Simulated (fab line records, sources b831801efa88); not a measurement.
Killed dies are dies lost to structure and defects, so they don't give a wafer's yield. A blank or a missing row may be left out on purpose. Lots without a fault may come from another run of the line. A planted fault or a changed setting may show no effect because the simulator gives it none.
Which tool did it? | flow gf180mcu | 15 lots, 42 wafers sampled, at 4 steps of a route of 602

WHAT THE GAUGES READ, wafer by wafer
GF_VT_IMPLANT_TW_MEAS_21.
lot  | measured     | on            | VT_IMPLANT_2_TW
L819 | day 6 04:44  | film_metro-01 | 1223 1219 1220
L820 | day 6 14:53  | film_metro-02 | 1176 1177 1176
L821 | day 6 19:21  | film_metro-02 | 1176 1174 1181
L822 | day 7 00:27  | film_metro-02 | 1197 1185 1184
L823 | day 7 08:09  | film_metro-02 | 1187 1193 1188
L824 | day 7 13:59  | film_metro-02 | 1189 1188 1191
L825 | day 7 20:44  | film_metro-02 | 1189 1188 1196
L826 | day 8 03:04  | film_metro-02 | 1189 1189 1189
L828 | day 8 15:47  | film_metro-02 | 1201 1203 1195
L830 | day 9 03:52  | film_metro-01 | 1211 1211 1211
L833 | day 9 22:50  | film_metro-04 | 1225 1234 1229
L837 | day 11 08:10 | film_metro-01 | 1212 1212
L839 | day 11 16:11 | film_metro-02 | 1190 1198
L840 | day 12 00:19 | film_metro-01 | 1217 1212
L842 | day 12 14:57 | film_metro-02 | 1190 1190 1190

GF_DUAL_GATE_THK_MEAS_03.
lot  | measured     | on            | DUAL_GATE_OXIDATION_00_THK (nm)
L819 | day 7 15:14  | film_metro-02 | 10.87 10.75 10.85
L820 | day 8 01:23  | film_metro-03 | 10.64 10.82 10.95
L821 | day 8 05:43  | film_metro-04 | 10.48 10.63 10.61
L822 | day 8 11:38  | film_metro-02 | 11.16 10.99 11.05
L823 | day 8 19:58  | film_metro-04 | 10.69 10.73 10.63
L824 | day 9 02:02  | film_metro-04 | 11.14 11.19 11.14
L825 | day 9 08:30  | film_metro-02 | 10.95 10.71 10.92
L826 | day 9 15:58  | film_metro-02 | 10.78 10.63 10.69
L828 | day 10 05:31 | film_metro-04 | 10.63 10.71 10.61
L830 | day 10 18:57 | film_metro-04 | 10.58 10.45 10.82
L833 | day 11 12:59 | film_metro-02 | 10.57 10.67 10.66
L837 | day 13 02:23 | film_metro-03 | 10.76 10.47
L839 | day 13 10:46 | film_metro-03 | 10.79 10.80
L840 | day 13 17:55 | film_metro-02 | 10.71 10.84
L842 | day 14 11:38 | film_metro-03 | 10.51 10.68 10.83

WHICH TOOL RAN EACH LOT (tool, then ch and the chambers of the sampled wafers, then the start)
lot  | GF_DNWELL_STRIP_08                  | GF_VT_IMPLANT_IMPLANT_08
L819 | plasma_asher-03 ch 0,1, day 2 18:38 | implanter-04 ch 0, day 5 14:14
L820 | plasma_asher-03 ch 0,1, day 3 01:49 | implanter-04 ch 0, day 5 23:26
L821 | plasma_asher-02 ch 0,1, day 3 05:59 | implanter-04 ch 0, day 6 03:33
L822 | plasma_asher-04 ch 0,1, day 3 09:56 | implanter-03 ch 0, day 6 09:31
L823 | plasma_asher-03 ch 0, day 3 16:20   | implanter-03 ch 0, day 6 15:49
L824 | plasma_asher-03 ch 0,1, day 3 20:34 | implanter-01 ch 0, day 6 21:43
L825 | plasma_asher-02 ch 1, day 4 01:47   | implanter-04 ch 0, day 7 04:42
L826 | plasma_asher-04 ch 0,1, day 4 08:10 | implanter-04 ch 0, day 7 09:55
L828 | plasma_asher-02 ch 0,1, day 4 18:06 | implanter-04 ch 0, day 7 22:33
L830 | plasma_asher-02 ch 0,1, day 5 04:41 | implanter-01 ch 0, day 8 10:45
L833 | plasma_asher-03 ch 0,1, day 5 20:02 | implanter-04 ch 0, day 9 05:08
L837 | plasma_asher-04 ch 0,1, day 6 23:11 | implanter-04 ch 0, day 10 13:04
L839 | plasma_asher-04 ch 1, day 7 06:27   | implanter-04 ch 0, day 10 21:21
L840 | plasma_asher-02 ch 0,1, day 7 13:23 | implanter-04 ch 0, day 11 04:50
L842 | plasma_asher-03 ch 0,1, day 7 23:52 | implanter-03 ch 0, day 11 18:48
- GF_DNWELL_STRIP_08: strips in O2/N2.
- GF_VT_IMPLANT_IMPLANT_08

WHAT THE TOOLS THEMSELVES READ (means of the sampled wafers that have a number; where no wafer has one, the mark that the record gives instead)
GF_DNWELL_STRIP_08.
lot  | tool            | drypump_motor_current_A (A) | heater_power_w (W) | oes_product_au (a.u.) | strip_time_to_endpoint_s (s)
L819 | plasma_asher-03 | 5.3                         | 345                | 0.723                 | 36.92
L820 | plasma_asher-03 | 5.3                         | 346                | 0.720                 | 36.84
L821 | plasma_asher-02 | 6.0                         | 312                | 0.722                 | 36.98
L822 | plasma_asher-04 | 6.2                         | 378                | 0.721                 | 36.79
L823 | plasma_asher-03 | 5.3                         | 354                | 0.724                 | 36.97
L824 | plasma_asher-03 | 5.4                         | 341                | 0.728                 | 36.89
L825 | plasma_asher-02 | 5.7                         | 297                | 0.721                 | 37.06
L826 | plasma_asher-04 | 6.2                         | 375                | 0.723                 | 36.97
L828 | plasma_asher-02 | 6.1                         | 311                | 0.724                 | 37.07
L830 | plasma_asher-02 | 5.9                         | 306                | 0.720                 | 36.86
L833 | plasma_asher-03 | 5.4                         | 336                | 0.723                 | 37.04
L837 | plasma_asher-04 | 6.0                         | 352                | 0.715                 | 37.03
L839 | plasma_asher-04 | 6.5                         | 380                | 0.714                 | 37.11
L840 | plasma_asher-02 | 6.0                         | 304                | 0.724                 | 37.12
L842 | plasma_asher-03 | 5.4                         | 328                | 0.719                 | 36.92

GF_VT_IMPLANT_IMPLANT_08.
lot  | tool         | beam_on_s (s) | faraday_current_uA
L819 | implanter-04 | 10.10         | 46.1
L820 | implanter-04 | 10.04         | 46.6
L821 | implanter-04 | 9.83          | 47.5
L822 | implanter-03 | 9.95          | 46.8
L823 | implanter-03 | 10.03         | 46.5
L824 | implanter-01 | 9.90          | 47.2
L825 | implanter-04 | 9.92          | 47.2
L826 | implanter-04 | 10.11         | 46.3
L828 | implanter-04 | 10.08         | 46.4
L830 | implanter-01 | 9.98          | 47.0
L833 | implanter-04 | 10.00         | 46.9
L837 | implanter-04 | 10.49         | 44.8
L839 | implanter-04 | 10.32         | 45.3
L840 | implanter-04 | 10.54         | 44.7
L842 | implanter-03 | 10.08         | 46.4

THE ANSWER, worked out from the rows above alone
Rule: what is usual is taken from the lots themselves. Put in order of their means at a reading, lots are off if they are a third of the lots or fewer, leave a main group of 4 or more, and stand apart from it by a gap of 3 or more times the standard deviation of the main group's means; of several such gaps the widest counts. A main group whose means are all the same, to the digits that the tables above print for the reading, isn't used. A lot without any number at a reading at which 4 lots or more have one is off too. The other lots that the step has rows for count as sound. The gauges are gone through in route order, then the tools' own readings, and for those a lot's mean is taken as printed above. The first step at which some lot is off is used, and at that step the reading that is off furthest; a lot without a number counts as furthest.
No lot is off at any reading shown: from this, nothing can be told.

WHAT THE SIMULATOR HAD PUT IN
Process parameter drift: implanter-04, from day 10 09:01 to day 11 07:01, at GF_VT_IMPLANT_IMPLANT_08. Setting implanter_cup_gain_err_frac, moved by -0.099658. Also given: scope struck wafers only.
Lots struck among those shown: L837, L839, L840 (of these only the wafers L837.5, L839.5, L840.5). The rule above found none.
